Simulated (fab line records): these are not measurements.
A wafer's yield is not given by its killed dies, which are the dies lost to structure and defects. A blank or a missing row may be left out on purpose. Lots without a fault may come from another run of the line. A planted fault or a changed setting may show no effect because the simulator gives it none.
fab line records | flow sky130 | part 1 of 2: steps 1 to 24 of 33
record: lots: 5 wafers: 15 last-day: 50
route steps=708 shown CAP2M@620 METAL4@621 VIA4@639
lots that met no fault: taken from a fault-free run of the same line
start-h: start of the lot's first displayed wafer, in hours after the record's first day | wait-h: hours from the lot's prior step to this one | " as in the row above | L1.1+2: a row that stands for several wafers | - no value present, or no start provided | * or withheld: withheld | < > ~ a bound
route shown NAME@n: names a module that has steps shown in the file, with the first one's number in the route | usual: mean/standard deviation of fault-free wafers | same: alike in all rows | chamber/n: place in a boat | sites: each site's reading | _std_site: the values' standard deviation | _edge_site: mean of outer sites minus mean of inner sites | radius-mm: for every site, how far away it sits from the centre of the wafer | mask NAME#n: copy n | behind: the last tool/chamber to shape the wafer | hold: the reason the lot was held/the length of the hold in hours/how it ended | device: whichever transistor did not switch (one of n, p or np) | end of line: the tests these same wafers got at the end of their route | for a step that has no rows: nothing shown but its recipe | killed: dies lost to structure and defects at the first sort, not the wafer's yield | map: the dies of a wafer, with x for killed, . for not killed, _ for no die there
set.NAME: setting as actually run; set.NAME@STEP: the setting as run at that earlier step | model.NAME: the simulator's own value behind a step, which no gauge read
lots seen at some steps along the route; tables by step, rows by wafer
services: the hour from which a tool's chamber was out of use, counted from the record's first day as start-h (under 0 if before that day), plus the number of hours and why
== steps ==
step: SKY_CAP2M_CLEAN_17
recipe: chemistry: O3/DIW dry: n2-spin
columns lot.wafer tool chamber start-h wait-h
L075.1+5+6 wet-bench-01 3 989.16 0.0
L078.1+3+4 wet-bench-04 2 1004.41 0.0
L088.1+4+5 wet-bench-04 2 1060.26 0.0
L090.2+3+6 wet-bench-02 0 1063.54 0.0
L097.1+4+5 wet-bench-02 2 1097.66 0.0
step: SKY_METAL4_DEHYDRATE_05
recipe: temp-c: 200 time-s: 60
usual: chill-plate-temp-C: 23.02/0.11
columns lot.wafer tool chamber start-h wait-h chill-plate-temp-C
L075.1 litho-track-02 0 999.61 10.4 22.90
L075.5 " 0 " " 23.09
L075.6 " 0 " " 23.08
L078.1 litho-track-02 0 1015.31 10.8 23.03
L078.3 " 0 " " 23.14
L078.4 " 0 " " 22.90
L088.1 litho-track-01 0 1070.02 9.7 23.08
L088.4 " 0 " " 23.12
L088.5 " 0 " " 22.93
L090.2 litho-track-02 0 1073.78 10.1 23.11
L090.3 " 0 " " 23.01
L090.6 " 0 " " 22.98
L097.1 litho-track-02 0 1107.56 9.8 23.20
L097.4 " 0 " " 22.89
L097.5 " 0 " " 22.99
step: SKY_METAL4_HMDS_06
recipe: prime-time-s: 60 prime-temp-c: 120
usual: chill-plate-temp-C: 23.00/0.13
columns lot.wafer tool chamber start-h wait-h chill-plate-temp-C
L075.1 litho-track-02 0 999.76 0.1 22.94
L075.5 " 0 " " 23.07
L075.6 " 0 " " 22.96
L078.1 litho-track-02 0 1015.46 0.1 23.06
L078.3 " 0 " " 23.19
L078.4 " 0 " " 23.17
L088.1 litho-track-01 0 1070.17 0.1 23.11
L088.4 " 0 " " 23.09
L088.5 " 0 " " 23.08
L090.2 litho-track-02 0 1073.93 0.1 23.19
L090.3 " 0 " " 23.13
L090.6 " 0 " " 23.17
L097.1 litho-track-02 0 1107.71 0.1 23.04
L097.4 " 0 " " 22.92
L097.5 " 0 " " 23.00
step: SKY_METAL4_COAT_07
recipe: resist: BARC temp-c: withheld time-s: withheld spin-rpm: 3000 resist-thk-nm: 60
usual: chill-plate-temp-C: * dispense-pressure-kPa: 47.1/1.8 spin-speed-rpm: 2999.9/1.8
columns lot.wafer tool chamber start-h wait-h chill-plate-temp-C dispense-pressure-kPa spin-speed-rpm
L075.1 litho-track-02 0 999.91 0.1 * 45.9 2998.2
L075.5 " 0 " " * 46.0 3002.0
L075.6 " 0 " " * 45.9 3002.8
L078.1 litho-track-02 0 1015.61 0.1 * 45.9 3001.4
L078.3 " 0 " " * 45.9 3003.7
L078.4 " 0 " " * 45.9 3001.4
L088.1 litho-track-01 0 1070.32 0.1 * 51.0 3001.8
L088.4 " 0 " " * 51.0 3001.4
L088.5 " 0 " " * 51.0 3001.4
L090.2 litho-track-02 0 1074.08 0.1 * 45.9 3000.1
L090.3 " 0 " " * 46.0 3000.5
L090.6 " 0 " " * 45.9 2999.6
L097.1 litho-track-02 0 1107.86 0.1 * 45.9 3003.0
L097.4 " 0 " " * 45.9 3000.4
L097.5 " 0 " " * 45.9 2998.5
step: SKY_METAL4_COAT_08
recipe: resist: KrF-thick spin-rpm: 3000 resist-thk-nm: 1140
usual: chill-plate-temp-C: 22.98/0.11 dispense-pressure-kPa: 47.1/1.8 spin-speed-rpm: 2999.8/1.7
columns lot.wafer tool chamber start-h wait-h chill-plate-temp-C dispense-pressure-kPa spin-speed-rpm
L075.1 litho-track-02 0 - - 23.01 45.9 3000.6
L075.5 " 0 " " 23.03 45.9 3001.2
L075.6 " 0 " " 23.10 46.0 3002.1
L078.1 litho-track-02 0 - - 22.85 46.0 3002.9
L078.3 " 0 " " 22.90 45.9 2997.9
L078.4 " 0 " " 22.73 45.9 3002.2
L088.1 litho-track-01 0 - - 22.85 51.0 3001.7
L088.4 " 0 " " 22.94 51.0 3000.2
L088.5 " 0 " " 23.06 51.0 2998.4
L090.2 litho-track-02 0 - - 22.93 45.9 3002.4
L090.3 " 0 " " 22.91 45.9 2998.8
L090.6 " 0 " " 22.93 45.9 2999.1
L097.1 litho-track-02 0 - - 22.90 46.0 3000.5
L097.4 " 0 " " 23.10 46.0 2997.3
L097.5 " 0 " " 22.94 45.9 2998.5
step: SKY_METAL4_SOFTBAKE_09
recipe: temp-c: 100 time-s: 90 resist: KrF-thick
usual: chill-plate-temp-C: 22.98/0.11
columns lot.wafer tool chamber start-h wait-h chill-plate-temp-C
L075.1 litho-track-02 0 - - 23.22
L075.5 " 0 " " 23.09
L075.6 " 0 " " 23.06
L078.1 litho-track-02 0 - - 23.05
L078.3 " 0 " " 22.89
L078.4 " 0 " " 23.04
L088.1 litho-track-01 0 - - 22.88
L088.4 " 0 " " 22.76
L088.5 " 0 " " 22.91
L090.2 litho-track-02 0 - - 22.74
L090.3 " 0 " " 22.78
L090.6 " 0 " " 22.88
L097.1 litho-track-02 0 - - 23.09
L097.4 " 0 " " 23.07
L097.5 " 0 " " 23.12
step: SKY_METAL4_EXPOSE_10
recipe: mask-id: MM4 na: 0.68 source-shape: annular sigma-inner: 0.4 sigma-outer: 0.8 target-cd-nm: 300 dose-mj: 28
columns lot.wafer tool chamber start-h wait-h mask
L075.1+5+6 krf-scanner-01 0 - - MM4#0
L078.1+3+4 krf-scanner-02 0 - - MM4#0
L088.1+4+5 krf-scanner-01 0 - - MM4#0
L090.2+3+6 krf-scanner-01 0 - - MM4#0
L097.1+4+5 krf-scanner-02 0 - - MM4#0
step: SKY_METAL4_PEB_11
recipe: peb-temp-c: withheld peb-time-s: withheld resist: KrF-thick
usual: chill-plate-temp-C: *
columns lot.wafer tool chamber start-h wait-h chill-plate-temp-C
L075.1 litho-track-01 0 - - *
L075.5 " 0 " " *
L075.6 " 0 " " *
L078.1 litho-track-04 0 - - *
L078.3 " 0 " " *
L078.4 " 0 " " *
L088.1 litho-track-01 0 - - *
L088.4 " 0 " " *
L088.5 " 0 " " *
L090.2 litho-track-01 0 - - *
L090.3 " 0 " " *
L090.6 " 0 " " *
L097.1 litho-track-02 0 - - *
L097.4 " 0 " " *
L097.5 " 0 " " *
step: SKY_METAL4_DEVELOP_12
recipe: develop-time-s: 60 resist: KrF-thick dev-temp-c: 21
usual: chill-plate-temp-C: 23.01/0.11
columns lot.wafer tool chamber start-h wait-h chill-plate-temp-C
L075.1 litho-track-01 0 - - 22.91
L075.5 " 0 " " 23.05
L075.6 " 0 " " 23.05
L078.1 litho-track-04 0 - - 23.16
L078.3 " 0 " " 23.13
L078.4 " 0 " " 23.03
L088.1 litho-track-01 0 - - 22.82
L088.4 " 0 " " 22.92
L088.5 " 0 " " 22.73
L090.2 litho-track-01 0 - - 23.00
L090.3 " 0 " " 23.01
L090.6 " 0 " " 22.94
L097.1 litho-track-02 0 - - 22.96
L097.4 " 0 " " 22.80
L097.5 " 0 " " 23.03
step: SKY_METAL4_CD_MEAS_13
recipe: target-cd-nm: 300
usual: cd-nm: 299.9/1.2
columns lot.wafer tool chamber start-h wait-h cd-nm
L075.1 cd-sem-01 - 1012.57 - 300.0
L075.5 " - " " 301.9
L075.6 " - " " 299.8
L078.1 cd-sem-02 - 1027.26 - 299.6
L078.3 " - " " 301.0
L078.4 " - " " 299.2
L088.1 cd-sem-02 - 1081.47 - 299.9
L088.4 " - " " 298.8
L088.5 " - " " 300.9
L090.2 cd-sem-01 - 1084.59 - 303.8
L090.3 " - " " 302.4
L090.6 " - " " 301.8
L097.1 cd-sem-02 - 1118.41 - 301.5
L097.4 " - " " 300.9
L097.5 " - " " 301.0
step: SKY_METAL4_OVL_MEAS_14
usual: METAL4_OVL: -2/6.2
columns lot.wafer tool chamber start-h wait-h METAL4_OVL[nm]
L075.1 overlay-01 - 1012.69 0.1 -6
L075.5 " - " " -9
L075.6 " - " " 0
L078.1 overlay-01 - 1027.38 0.1 2
L078.3 " - " " 2
L078.4 " - " " -1
L088.1 overlay-02 - 1081.59 0.1 -8
L088.4 " - " " -13
L088.5 " - " " -11
L090.2 overlay-01 - 1084.70 0.1 0
L090.3 " - " " -4
L090.6 " - " " -6
L097.1 overlay-02 - 1118.53 0.1 8
L097.4 " - " " 3
L097.5 " - " " -2
step: SKY_METAL4_DESCUM_15
recipe: chemistry: O2 source-power-w: 150 bias-power-w: 0 pressure-mtorr: 10 temp-c: 40 time-s: 8
usual: chamber-pressure-mTorr: 10.001/0.0089 drypump-motor-current-A: 6.0/0.51 oes-product-au: 0.997/0.0097
same: bias-power-w: 0
columns lot.wafer tool chamber start-h wait-h chamber-pressure-mTorr drypump-motor-current-A oes-product-au rf-hours-counter-h
L075.1 rie-metal-01 1 1012.73 0.0 10.005 6.2 1.013 16
L075.5 " 0 " " 9.999 5.9 0.993 -
L075.6 " 1 " " 9.996 6.2 1.008 -
L078.1 rie-metal-03 0 1027.42 0.0 9.990 6.5 0.982 14
L078.3 " 0 " " 9.985 6.4 0.989 -
L078.4 " 1 " " 10.004 5.1 0.996 -
L088.1 rie-metal-01 0 1081.63 0.0 9.997 5.9 0.996 15
L088.4 " 1 " " 9.991 6.2 1.010 -
L088.5 " 0 " " 9.996 5.9 0.985 -
L090.2 rie-metal-04 1 1084.73 0.0 9.997 5.4 1.002 21
L090.3 " 0 " " 10.011 6.6 0.988 -
L090.6 " 0 " " 10.010 6.5 1.000 -
L097.1 rie-metal-03 1 1118.56 0.0 9.997 5.1 0.996 3
L097.4 " 0 " " 9.997 6.4 0.989 -
L097.5 " 1 " " 10.002 5.1 1.006 -
step: SKY_METAL4_ETCH_16
recipe: chemistry: N2/H2 target: BARC ion-energy-ev: 200 bias-w: 100 pressure-mtorr: 30 n2-flow-sccm: 100 h2-flow-sccm: 200 icp-w: 500 stop-on: SiO2 time-s: 88.2 target-depth-a: 600
usual: chamber-pressure-mTorr: 29.999/0.024 drypump-motor-current-A: 6.0/0.51 oes-product-au: 0.626/0.005 throttle-valve-pct: 13.206/0.0086
columns lot.wafer tool chamber start-h wait-h chamber-pressure-mTorr drypump-motor-current-A oes-product-au rf-hours-counter-h throttle-valve-pct
L075.1 rie-metal-01 1 1012.76 0.0 30.019 6.2 0.623 16 13.197
L075.5 " 0 " " 29.987 6.0 0.634 - 13.201
L075.6 " 1 " " 29.992 6.2 0.626 - 13.208
L078.1 rie-metal-03 0 1027.45 0.0 29.987 6.4 0.621 14 13.208
L078.3 " 0 " " 29.991 6.5 0.635 - 13.206
L078.4 " 1 " " 30.039 5.2 0.626 - 13.205
L088.1 rie-metal-01 0 1081.66 0.0 30.046 6.0 0.629 15 13.208
L088.4 " 1 " " 29.982 6.2 0.625 - 13.212
L088.5 " 0 " " 30.025 5.9 0.629 - 13.219
L090.2 rie-metal-04 1 1084.76 0.0 30.006 5.4 0.624 21 13.190
L090.3 " 0 " " 30.031 6.6 0.634 - 13.208
L090.6 " 0 " " 30.035 6.6 0.626 - 13.206
L097.1 rie-metal-03 1 1118.60 0.0 29.996 5.1 0.625 3 13.211
L097.4 " 0 " " 30.027 6.5 0.630 - 13.205
L097.5 " 1 " " 29.965 5.1 0.626 - 13.201
step: SKY_METAL4_ETCH_17
recipe: target: SiO2 stop-on: TiN chemistry: C4F8/O2/Ar source-w: 1500 bias-w: 1200 pressure-mtorr: 40 c4f8-flow-sccm: withheld O2_flow_sccm: 6 Ar_flow_sccm: 300 time-s: 3.9 target-depth-a: 150
usual: chamber-pressure-mTorr: 40.00/0.035 oes-product-au: 0.755/0.0076
columns lot.wafer tool chamber start-h wait-h chamber-pressure-mTorr oes-product-au
L075.1 rie-diel-01 0 1012.86 0.1 40.00 0.751
L075.5 " 1 " " 40.03 0.749
L075.6 " 2 " " 40.02 0.760
L078.1 rie-diel-03 0 1027.55 0.1 40.03 0.762
L078.3 " 1 " " 39.98 0.761
L078.4 " 3 " " 39.97 0.773
L088.1 rie-diel-03 2 1081.76 0.1 40.03 0.745
L088.4 " 3 " " 39.99 0.761
L088.5 " 0 " " 39.88 0.753
L090.2 rie-diel-03 2 1084.86 0.1 40.04 0.742
L090.3 " 3 " " 40.03 0.759
L090.6 " 3 " " 40.00 0.761
L097.1 rie-diel-02 1 1118.69 0.1 39.97 0.746
L097.4 " 0 " " 40.11 0.760
L097.5 " 2 " " 40.01 0.751
step: SKY_METAL4_METAL_ETCH_18
recipe: target-depth-a: 8450 stop-on: SiO2 over-etch-frac: 0.3 time-s: 183.1 chemistry: Cl2/BCl3 resist-sidewall-deg: 88 pressure-mtorr: 10 icp-w: 900 bias-w: 48.5 Cl2_flow_sccm: 60 bcl3-flow-sccm: 30
usual: chamber-pressure-mTorr: 10.000/0.0095 drypump-motor-current-A: 5.9/0.5 oes-product-au: 0.864/0.0049 throttle-valve-pct: 22.265/0.0097
columns lot.wafer tool chamber start-h wait-h chamber-pressure-mTorr drypump-motor-current-A oes-product-au rf-hours-counter-h throttle-valve-pct
L075.1 rie-metal-04 0 1012.88 0.0 10.002 6.6 0.863 18 22.259
L075.5 " 0 " " 10.007 6.6 0.859 - 22.283
L075.6 " 1 " " 10.009 5.4 0.867 - 22.281
L078.1 rie-metal-04 0 1027.57 0.0 9.983 6.6 0.861 19 22.278
L078.3 " 0 " " 10.009 6.6 0.866 - 22.269
L078.4 " 1 " " 9.992 5.4 0.864 - 22.276
L088.1 rie-metal-04 1 1081.78 0.0 10.011 5.4 0.868 21 22.270
L088.4 " 0 " " 9.988 6.6 0.861 - 22.265
L088.5 " 0 " " 10.007 6.5 0.863 - 22.246
L090.2 rie-metal-03 1 1084.88 0.0 10.013 5.2 0.861 0 22.285
L090.3 " 0 " " 10.015 6.5 0.868 - 22.259
L090.6 " 1 " " 10.006 5.1 0.863 - 22.269
L097.1 rie-metal-04 1 1118.71 0.0 10.003 5.4 0.856 24 22.279
L097.4 " 1 " " 10.007 5.4 0.868 - 22.253
L097.5 " 0 " " 9.998 6.5 0.866 - 22.254
step: SKY_METAL4_STRIP_19
recipe: chemistry: O2/N2 power-w: 1400 pressure-mtorr: 1500 platen-temp-c: withheld o2-flow-sccm: 3000 n2-flow-sccm: 300 overash-fraction: 0.5
usual: chamber-pressure-mTorr: 1500.3/1.3 drypump-motor-current-A: 5.7/0.49 oes-product-au: 0.505/0.0059 strip-time-to-endpoint-s: 6.59/0.091
columns lot.wafer tool chamber start-h wait-h chamber-pressure-mTorr drypump-motor-current-A oes-product-au rf-hours-counter-h strip-time-to-endpoint-s
L075.1 plasma-asher-02 0 1013.05 0.1 1499.7 6.7 0.508 87 6.67
L075.5 " 0 " " 1499.3 6.6 0.505 - 6.68
L075.6 " 1 " " 1501.3 5.7 0.512 - 6.69
L078.1 plasma-asher-01 0 1027.75 0.1 1501.6 5.8 0.513 64 6.68
L078.3 " 1 " " 1500.0 4.9 0.508 - 6.71
L078.4 " 0 " " 1502.2 5.7 0.507 - 6.58
L088.1 plasma-asher-03 1 1081.95 0.1 1501.0 5.6 0.509 34 6.50
L088.4 " 0 " " 1499.4 6.2 0.505 - 6.60
L088.5 " 1 " " 1498.1 5.6 0.507 - 6.65
L090.2 plasma-asher-01 1 1085.05 0.1 1498.9 4.9 0.500 70 6.55
L090.3 " 1 " " 1500.9 4.9 0.507 - 6.70
L090.6 " 1 " " 1498.4 4.9 0.509 - 6.62
L097.1 plasma-asher-03 0 1118.89 0.1 1500.8 6.2 0.509 38 6.49
L097.4 " 0 " " 1498.3 6.2 0.495 - 6.47
L097.5 " 1 " " 1498.7 5.6 0.507 - 6.70
step: SKY_METAL4_STRIP_20
recipe: chemistry: post-etch-residue-remover time-s: 1200 temp-c: 72.5
usual: bath-guard-temp-C: 72.5/0.63
columns lot.wafer tool chamber start-h wait-h bath-guard-temp-C
L075.1 wet-bench-04 3 1013.15 0.1 72.4
L075.5 " 3 " " 72.1
L075.6 " 3 " " 72.2
L078.1 wet-bench-01 3 1027.85 0.1 72.9
L078.3 " 3 " " 72.7
L078.4 " 3 " " 72.5
L088.1 wet-bench-03 2 1082.05 0.1 71.5
L088.4 " 2 " " 71.5
L088.5 " 2 " " 71.7
L090.2 wet-bench-03 1 1085.15 0.1 72.7
L090.3 " 1 " " 72.9
L090.6 " 1 " " 72.9
L097.1 wet-bench-04 2 1118.99 0.1 72.8
L097.4 " 2 " " 72.8
L097.5 " 2 " " 72.6
step: SKY_METAL4_CLEAN_21
recipe: chemistry: IPA time-s: 180 temp-c: 25
columns lot.wafer tool chamber start-h wait-h
L075.1+5+6 wet-bench-03 2 1013.53 0.0
L078.1+3+4 wet-bench-03 2 1028.19 0.0
L088.1+4+5 wet-bench-01 1 1082.40 0.0
L090.2+3+6 wet-bench-01 1 1085.50 0.0
L097.1+4+5 wet-bench-01 1 1119.36 0.0
step: SKY_METAL4_CLEAN_22
recipe: chemistry: O3/DIW dry: n2-spin
columns lot.wafer tool chamber start-h wait-h
L075.1+5+6 wet-bench-03 3 1013.59 0.0
L078.1+3+4 wet-bench-04 0 1028.25 0.0
L088.1+4+5 wet-bench-03 0 1082.45 0.0
L090.2+3+6 wet-bench-04 2 1085.55 0.0
L097.1+4+5 wet-bench-04 2 1119.42 0.0
step: SKY_VIA4_HDPCVD_00
recipe: material: SiO2 target-thk-nm: 1750 sigma-open-frac: 0.3 time-s: 291.7 temp-c: 400 sih4-flow-sccm: 60 pressure-mtorr: 6
columns lot.wafer tool chamber start-h wait-h
L075.1+5+6 hdpcvd-01 0,2,0 1013.69 0.0
L078.1+3+4 hdpcvd-02 0,2,1 1028.34 0.0
L088.1+4+5 hdpcvd-02 2,0,2 1082.55 0.0
L090.2+3+6 hdpcvd-02 2,1,0 1085.65 0.0
L097.1+4+5 hdpcvd-02 0,1,2 1119.52 0.0
step: SKY_VIA4_THK_MEAS_01
recipe: reads: SiO2_of_VIA4_HDPCVD_00
usual: VIA4_HDPCVD_THK: 1741/20
columns lot.wafer tool chamber start-h wait-h VIA4_HDPCVD_THK[nm]
L075.1 film-metro-03 - 1013.87 0.1 1731
L075.5 " - " " 1729
L075.6 " - " " 1726
L078.1 film-metro-04 - 1028.52 0.1 1758
L078.3 " - " " 1728
L078.4 " - " " 1719
L088.1 film-metro-04 - 1082.72 0.1 1730
L088.4 " - " " 1758
L088.5 " - " " 1735
L090.2 film-metro-02 - 1085.84 0.1 1726
L090.3 " - " " 1737
L090.6 " - " " 1785
L097.1 film-metro-02 - 1119.70 0.1 1797
L097.4 " - " " 1751
L097.5 " - " " 1750
step: SKY_VIA4_CMP_02
recipe: material: SiO2 down-force-psi: 4 platen-rpm: 60 pad-velocity-m-s: 0.94248
usual: motor-current-A: 12.0/1.4
columns lot.wafer tool chamber start-h wait-h motor-current-A
L075.1 cmp-01 0 1014.08 0.2 10.4
L075.6 " 1 " " 13.1
L075.5 " 2 " " 12.2
L078.4 cmp-02 3 1028.58 0.0 12.7
L078.1 " 0 " " 11.5
L078.3 " 2 " " 10.2
L088.4 cmp-01 2 1082.78 0.0 12.8
L088.1 " 3 " " 14.2
L088.5 " 3 " " 13.6
L090.2 cmp-02 1 1085.89 0.0 11.5
L090.3 " 3 " " 12.6
L090.6 " 2 " " 10.7
L097.4 cmp-01 3 1119.76 0.0 14.3
L097.1 " 0 " " 9.9
L097.5 " 3 " " 14.5
step: SKY_VIA4_BOW_MEAS_03
recipe: mode: bow
usual: VIA4_BOW: 79/8.4
columns lot.wafer tool chamber start-h wait-h VIA4_BOW[um]
L075.1 film-metro-02 - 1014.23 0.1 87
L075.5 " - " " 94
L075.6 " - " " 90
L078.1 film-metro-03 - 1028.88 0.2 88
L078.3 " - " " 85
L078.4 " - " " 74
L088.1 film-metro-04 - 1083.08 0.2 78
L088.4 " - " " 76
L088.5 " - " " 70
L090.2 film-metro-04 - 1086.21 0.3 80
L090.3 " - " " 71
L090.6 " - " " 92
L097.1 film-metro-03 - 1120.06 0.2 63
L097.4 " - " " 75
L097.5 " - " " 64
step: SKY_VIA4_DEHYDRATE_04
recipe: temp-c: 200 time-s: 60
usual: chill-plate-temp-C: 22.97/0.098
columns lot.wafer tool chamber start-h wait-h chill-plate-temp-C
L075.1 litho-track-01 0 1024.77 10.5 23.05
L075.5 " 0 " " 23.03
L075.6 " 0 " " 23.06
L078.1 litho-track-02 0 1039.41 10.5 22.88
L078.3 " 0 " " 22.96
L078.4 " 0 " " 22.91
L088.1 litho-track-03 0 1092.80 9.7 23.03
L088.4 " 0 " " 22.93
L088.5 " 0 " " 22.91
L090.2 litho-track-03 0 1096.17 9.9 22.89
L090.3 " 0 " " 22.97
L090.6 " 0 " " 22.91
L097.1 litho-track-01 0 1129.72 9.6 23.04
L097.4 " 0 " " 23.09
L097.5 " 0 " " 23.11
